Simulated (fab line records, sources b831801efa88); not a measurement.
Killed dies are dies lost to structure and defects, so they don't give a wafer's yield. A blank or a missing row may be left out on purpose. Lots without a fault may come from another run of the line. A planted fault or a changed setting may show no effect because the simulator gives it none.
Chamber matching | flow sky130 | SKY_LI_CONTACT_CMP_24 on cmp-02: 4 sister chambers
The step polishes, stops on PSG, t overpolish 20 s, target thk 0 nm. 4 wafers are shown with their chamber, then 7 later ones without.

WAFERS WITH THEIR CHAMBER
wafer  | chamber | motor_current_A (A)
L686.1 | 0       | 10.4
L686.3 | 1       | 12.8
L687.2 | 3       | 10.1
L687.4 | 2       | 10.4

WAFERS WITHOUT THEIR CHAMBER
wafer  | motor_current_A (A)
L687.6 | 11.2
L694.3 | 12.4
L694.5 | 9.7
L694.6 | 11.0
L705.2 | 10.2
L705.5 | 11.1
L705.6 | 11.7

WHICH CHAMBER EACH WENT THROUGH
wafer  | from the rows above               | in truth
L687.6 | can't be placed: 0 or 2 or 3 or 1 | 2
L694.3 | 1                                 | 1
L694.5 | can't be placed: 3 or 0 or 2      | 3
L694.6 | can't be placed: 0 or 2 or 3 or 1 | 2
L705.2 | can't be placed: 3 or 0 or 2      | 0
L705.5 | can't be placed: 0 or 2 or 3 or 1 | 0
L705.6 | can't be placed: 1 or 0 or 2 or 3 | 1
Placed correctly: 1 of 7. Can't be placed from these rows: 6 (the true chamber is among the candidates in 6). Placed wrongly: 0.
How it was worked out, from the rows above alone: a wafer's distance from a chamber is the root of the sum, over the readings, of the square of ((its reading less the chamber's mean) divided by the reading's scatter). The wafer belongs to the nearest chamber; if the next one is less than 2 further off, it can't be placed. A chamber's mean is the mean of its shown wafers. The scatter: with one shown wafer a chamber, the root of the mean of the squares of how far each hidden wafer lies from its nearest shown one.
